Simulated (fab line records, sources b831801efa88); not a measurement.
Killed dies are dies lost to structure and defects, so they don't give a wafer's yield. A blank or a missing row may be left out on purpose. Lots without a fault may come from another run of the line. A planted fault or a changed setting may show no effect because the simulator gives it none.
Chamber matching | flow gf180mcu | GF_MIM_CVD_05 on pecvd-03: 3 sister chambers
The step deposits Si3N4, target thk 42 nm, time 29.086 s. 6 wafers are shown with their chamber, then 9 later ones without.

WAFERS WITH THEIR CHAMBER
wafer  | chamber | heater_power_w (W)
L082.3 | 0       | 805
L082.5 | 0       | 798
L084.1 | 1       | 613
L084.5 | 1       | 634
L085.2 | 2       | 587
L085.5 | 2       | 597

WAFERS WITHOUT THEIR CHAMBER
wafer  | heater_power_w (W)
L091.2 | 576
L091.4 | 796
L091.6 | 680
L092.2 | 627
L092.4 | 699
L092.6 | 596
L093.3 | 661
L093.4 | 676
L093.6 | 801

WHICH CHAMBER EACH WENT THROUGH
wafer  | from the rows above | in truth
L091.2 | 2                   | 2
L091.4 | 0                   | 0
L091.6 | 1                   | 1
L092.2 | 1                   | 1
L092.4 | 1                   | 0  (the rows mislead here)
L092.6 | 2                   | 2
L093.3 | 1                   | 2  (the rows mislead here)
L093.4 | 1                   | 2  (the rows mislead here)
L093.6 | 0                   | 0
Placed correctly: 6 of 9. Can't be placed from these rows: 0. Placed wrongly: 3.
How it was worked out, from the rows above alone: a wafer's distance from a chamber is the root of the sum, over the readings, of the square of ((its reading less the chamber's mean) divided by the reading's scatter). The wafer belongs to the nearest chamber; if the next one is less than 2 further off, it can't be placed. A chamber's mean is the mean of its shown wafers. The scatter: the root of (the sum of the squares of (reading less its chamber's mean) over the shown wafers, divided by (wafers less chambers)).
